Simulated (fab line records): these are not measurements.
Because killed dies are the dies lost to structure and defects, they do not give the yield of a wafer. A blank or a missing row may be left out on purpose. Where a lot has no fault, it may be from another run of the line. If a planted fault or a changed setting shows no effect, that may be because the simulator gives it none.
Comparing a struck lot with a sound one    flow sky130    17 out of 708 route steps
Sound: these wafers, L237.3, L237.4, L237.5. Struck: wafers L244.1, L244.3, L244.5. The cause is given at the end.
Each step with rows lists, per side, the tool, then ch with its chambers, then its first start. Under that, the readings that differ: sound wafers    struck wafers    difference of the means    sigmas: that difference in standard deviations of wafers without a fault.
alike: words and numbers the same on both sides, and readings whose means are apart by under 2 such deviations; not compared: readings that were withheld, readings missing a value for some wafer, numbers with overlapping values and no deviation given by the record, and bounds like >300 which may hide the same value.
Wherever a step has rows on one side only, a row that says differs or no value, or a row with sigmas, the two part there. Numbers that don't overlap but have no deviation are shown without sigmas and don't part them. Lack of a reading on every wafer of one side parts them only where that side has two or more wafers.

first, 4 steps without rows for these wafers: SKY_LDD_LDN_SOFTBAKE_03 (time 60 s); SKY_LDD_LDN_EXPOSE_04 (exposes mask LDNTM, target cd 700 nm); SKY_LDD_LDN_PEB_05; SKY_LDD_LDN_DEVELOP_06 (develop time 60 s).
SKY_LDD_LDN_OVL_MEAS_07:
  sound: overlay-01 at day 24 19:14; struck: overlay-02 at day 27 15:01
  alike: LDD_LDN_OVL
then, 4 steps without rows for these wafers: SKY_LDD_LDN_IMPLANT_08; SKY_LDD_LDN_IMPLANT_09; SKY_LDD_LDN_IMPLANT_10; SKY_LDD_LDN_IMPLANT_11.
SKY_LDD_LDN_STRIP_12: strips in O2/N2.
  sound on plasma_asher-04 ch 0,1, day 24 19:53; struck on plasma_asher-02 ch 0,1, day 27 15:40
  alike: drypump_motor_current_A, oes_product_au, strip_time_to_endpoint_s
  not compared: rf_hours_counter_h
SKY_LDD_LDN_TW_MEAS_13:
  sound: film_metro-01 at day 24 19:59; struck: film_metro-03 at day 27 15:46
  alike: LDD_LDN_TW
then, 1 step without rows for these wafers: SKY_LDD_LDN_CLEAN_14 (cleans in SC1/SC2, time 150 s).
SKY_SPACER_CVD_00: deposits Si3N4 from DCS/NH3, target thk 43.1 nm, time 740 s.
  sound on lpcvd-02 ch 0, day 24 20:04; struck on lpcvd-02 ch 1, day 27 15:52
  alike: pressure_mtorr
SKY_SPACER_THK_MEAS_01:
  sound: film_metro-02 at day 24 21:18; struck: film_metro-01 at day 27 17:04
reading                 sound           struck          difference  sigmas
SPACER_CVD_00_THK (nm)  42.7 43.0 43.0  41.1 41.6 41.7  -1.4        -3
SKY_SPACER_ETCHBACK_02: etches Si3N4 in CH3F/O2, stops on SiO2, time 46.7 s, target depth 45 nm.
  sound on rie_diel-01 ch 1,2, day 24 21:20; struck on rie_diel-03 ch 0,1, day 27 17:08
  alike: drypump_motor_current_A, oes_product_au, rf_fwd_power_W, throttle_valve_pct
  not compared: rf_hours_counter_h
then, 1 step without rows for these wafers: SKY_POLY_CUT_DEHYDRATE_00 (time 60 s).
-- here the record skips 21 days between the struck wafers' starts before and after, leaving off in module POLY_CUT and picking up in module PAD_OPEN (first step shown: number 708 of the route) --
SKY_PAD_OPEN_PROBE_99:
  sound: prober-02 at day 47 03:29; struck: prober-02 at day 49 02:06
reading                                            sound                      struck                  difference  sigmas
model.etest.pfet_01v8.drive_ua_um_rim_less_centre  -3.968 -3.595 0.9869       1.507 2.174 9.343       +6.533      
model.etest.pfet_01v8.drive_ua_um_range            4.761 5.979 3.723          13.09 10.98 10.37       +6.66       
model.etest.nfet_01v8.drive_ua_um_range            5.924 5.237 7.654          11.06 11.71 9.444       +4.47       
model.etest.pfet_01v8.vt_v_range                   0.01157 0.008947 0.004637  0.01402 0.01846 0.0153  +0.00754    
  alike: killed_at_M0_to_M3, killed_at_M4_up, killed_at_contacts, killed_at_front_end, killed_at_other, killed_dies, killed_on_rim, killed_open, killed_short
  not compared: model.etest.nfet_01v8.drive_ua_um_rim_less_centre, model.etest.pfet_01v8.vt_v_rim_less_centre

WHERE THEY PART
At SKY_SPACER_THK_MEAS_01 and nowhere else, as far as this record goes. Later steps at which nothing parts them and some readings are alike: SKY_SPACER_ETCHBACK_02, SKY_PAD_OPEN_PROBE_99.

WHY: what the simulator had put in
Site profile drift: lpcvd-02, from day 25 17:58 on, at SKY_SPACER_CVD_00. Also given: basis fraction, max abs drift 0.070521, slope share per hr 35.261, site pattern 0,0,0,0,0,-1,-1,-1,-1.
